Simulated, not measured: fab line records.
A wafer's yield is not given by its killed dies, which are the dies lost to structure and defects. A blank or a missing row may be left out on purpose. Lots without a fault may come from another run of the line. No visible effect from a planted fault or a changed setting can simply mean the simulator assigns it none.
What tool caused it? | flow sky130 | Sampling: 10 lots, 27 wafers, 6 of 708 route steps

## WHAT THE GAUGES READ, wafer by wafer
SKY_CAPM_THK_MEAS_01.
lot  | measured     | on            | CAPM_CVD_00_THK (nm)
L972 | day 38 01:45 | film_metro-02 | 15.33 15.84 15.51
L975 | day 38 20:22 | film_metro-01 | 15.41 15.40 15.68
L981 | day 39 01:15 | film_metro-03 | 15.25 15.31
L979 | day 39 02:46 | film_metro-02 | 15.17 15.56
L982 | day 39 03:55 | film_metro-01 | 15.36 15.17
L987 | day 44 18:19 | film_metro-02 | 15.81 15.86 15.75
L989 | day 44 22:56 | film_metro-01 | 15.14 15.43 15.60
L988 | day 44 23:53 | film_metro-01 | 15.52 15.51 15.63
L993 | day 45 01:27 | film_metro-01 | 16.12 15.54 15.68
L994 | day 45 04:51 | film_metro-01 | 15.21 15.46 15.63

SKY_CAPM_RS_MEAS_03: measurement is done with a four-point probe.
lot  | measured     | on            | CAPM_TIN_RS (ohm/sq)
L972 | day 38 01:55 | film_metro-02 | 6.72 6.83 6.83
L975 | day 38 20:37 | film_metro-01 | 6.89 6.99 6.98
L981 | day 39 01:26 | film_metro-02 | 5.46 5.56 5.47 5.57
L979 | day 39 02:57 | film_metro-03 | 5.61 6.84 5.63 6.84
L982 | day 39 04:05 | film_metro-03 | 5.44 6.89 5.45 6.88
L987 | day 44 18:31 | film_metro-01 | 6.99 6.87 6.86
L989 | day 44 23:08 | film_metro-03 | 6.89 6.91 6.89
L988 | day 45 00:04 | film_metro-02 | 6.90 6.92 6.85
L993 | day 45 01:39 | film_metro-02 | 7.01 6.88 7.12
L994 | day 45 05:01 | film_metro-02 | 6.93 6.88 6.91

SKY_CAPM_THK_MEAS_04: measures by xrf.
lot  | measured     | on            | CAPM_TIN_THK (nm)
L972 | day 38 02:02 | film_metro-02 | 203.9 201.3 201.2
L975 | day 38 20:43 | film_metro-01 | 199.7 198.2 197.5
L981 | day 39 07:02 | film_metro-02 | 250.9 247.1 251.0 246.6
L979 | day 39 06:08 | film_metro-03 | 242.6 200.1 242.2 200.7
L982 | day 39 08:47 | film_metro-03 | 251.3 198.9 250.6 199.2
L987 | day 44 18:37 | film_metro-01 | 197.0 200.2 200.2
L989 | day 44 23:14 | film_metro-03 | 199.7 198.4 198.1
L988 | day 45 00:11 | film_metro-02 | 199.5 198.2 199.1
L993 | day 45 01:44 | film_metro-02 | 195.4 198.7 191.8
L994 | day 45 05:08 | film_metro-02 | 198.1 198.3 198.5

SKY_CAPM_OVL_MEAS_12.
lot  | measured     | on         | CAPM_OVL (nm)
L972 | day 39 04:03 | overlay-02 | -2.0 -1.7 -1.7
L975 | day 39 21:30 | overlay-02 | -0.6 -1.5 -5.0
L981 | day 40 05:01 | overlay-01 | -0.6 -0.5
L979 | day 40 03:49 | overlay-01 | -2.1 0.5
L982 | day 40 04:50 | overlay-01 | 2.2 1.7
L987 | day 45 17:02 | overlay-02 | 0.8 2.0 0.6
L989 | day 45 20:53 | overlay-02 | 0.7 0.6 0.9
L988 | day 45 21:46 | overlay-01 | 1.6 0.5 -0.8
L993 | day 45 22:52 | overlay-02 | -0.2 -1.8 -0.4
L994 | day 46 02:24 | overlay-01 | -0.6 -2.1 -0.3

## TOOL THAT RAN EACH LOT (tool first, then ch and the chambers of the sampled wafers, then the start)
lot  | SKY_METAL2_DESCUM_17              | SKY_CAPM_SPUTTER_02
L972 | rie_metal-04 ch 0,1, day 36 19:30 | pvd_sputter-04, day 38 01:49
L975 | rie_metal-02 ch 0,1, day 37 13:58 | pvd_sputter-02, day 38 20:25
L981 | rie_metal-03 ch 1, day 37 19:58   | pvd_sputter-04, day 39 01:18
L979 | rie_metal-04 ch 0,1, day 37 21:17 | pvd_sputter-04, day 39 02:49
L982 | rie_metal-03 ch 0, day 37 22:56   | pvd_sputter-04, day 39 03:58
L987 | rie_metal-03 ch 1, day 43 15:06   | pvd_sputter-03, day 44 18:22
L989 | rie_metal-04 ch 0,1, day 43 19:55 | pvd_sputter-02, day 44 22:59
L988 | rie_metal-04 ch 0,1, day 43 20:26 | pvd_sputter-04, day 44 23:57
L993 | rie_metal-03 ch 0,1, day 43 23:02 | pvd_sputter-03, day 45 01:29
L994 | rie_metal-03 ch 0,1, day 44 01:47 | pvd_sputter-02, day 45 04:55
- SKY_METAL2_DESCUM_17: chemistry O2, time 8 s.
- SKY_CAPM_SPUTTER_02: material TiN, target thk 200 nm, time 166.7 s.

## WHAT THE TOOLS THEMSELVES READ (means of the sampled wafers that have a number; where no wafer has one, the mark that the record gives instead)
SKY_METAL2_DESCUM_17.
lot  | tool         | chamber_pressure_mTorr (mTorr) | drypump_motor_current_A (A) | oes_product_au (a.u.)
L972 | rie_metal-04 | 9.999                          | 5.8                         | 0.995
L975 | rie_metal-02 | 10.000                         | 5.8                         | 0.996
L981 | rie_metal-03 | 9.989                          | 5.0                         | 0.995
L979 | rie_metal-04 | 10.000                         | 5.8                         | 0.993
L982 | rie_metal-03 | 9.989                          | 5.7                         | 1.010
L987 | rie_metal-03 | 9.994                          | 5.0                         | 0.981
L989 | rie_metal-04 | 10.001                         | 5.8                         | 0.995
L988 | rie_metal-04 | 10.004                         | 5.8                         | 0.993
L993 | rie_metal-03 | 9.990                          | 5.2                         | 0.986
L994 | rie_metal-03 | 9.995                          | 5.5                         | 1.002

SKY_CAPM_SPUTTER_02.
lot  | tool           | chamber_pressure_pa (Pa) | substrate_temp_c (C) | throttle_valve_pct (%)
L972 | pvd_sputter-04 | 0.3996                   | 299.73               | 29.4
L975 | pvd_sputter-02 | 0.3998                   | 300.05               | 29.4
L981 | pvd_sputter-04 | 0.4004                   | 300.02               | 29.2
L979 | pvd_sputter-04 | 0.4004                   | 300.08               | 29.4
L982 | pvd_sputter-04 | 0.3998                   | 299.78               | 29.4
L987 | pvd_sputter-03 | 0.4001                   | 299.97               | 28.9
L989 | pvd_sputter-02 | 0.3990                   | 299.87               | 30.5
L988 | pvd_sputter-04 | 0.3990                   | 300.10               | 30.6
L993 | pvd_sputter-03 | 0.4005                   | 300.03               | 29.6
L994 | pvd_sputter-02 | 0.4006                   | 299.79               | 29.6

## THE ANSWER, worked out from the rows above alone
Rule: the usual values come from the lots themselves. The widest of any qualifying gaps counts: lots, ordered by their means at a reading, are off when they make up no more than a third of the lots, leave a main group of 4 or more, and stand apart from it by 3 or more times the standard deviation of that group's means. A main group whose means are all the same, to the digits that the tables above print for the reading, isn't used. Also off: a lot with no number at a reading for which 4 or more lots have one. Where the step has rows for the other lots, those lots are counted as sound. The gauges are gone through in route order, then the tools' own readings, and for those a lot's mean is taken as printed above. The first step at which some lot is off is used, and at that step the reading that is off furthest; a lot without a number counts as furthest.
Off: L981, L979, L982, at SKY_CAPM_RS_MEAS_03 (CAPM_TIN_RS). Mean 6.91 ohm/sq and standard deviation 0.059 in the main group.
A tool fits if, at a process step before that reading, it ran every lot that is off, and no sound lot after the first of them. Gauges at SKY_CAPM_RS_MEAS_03: tried the same way as those tools. No candidate that was tried fits.

## WHAT THE SIMULATOR HAD PUT IN
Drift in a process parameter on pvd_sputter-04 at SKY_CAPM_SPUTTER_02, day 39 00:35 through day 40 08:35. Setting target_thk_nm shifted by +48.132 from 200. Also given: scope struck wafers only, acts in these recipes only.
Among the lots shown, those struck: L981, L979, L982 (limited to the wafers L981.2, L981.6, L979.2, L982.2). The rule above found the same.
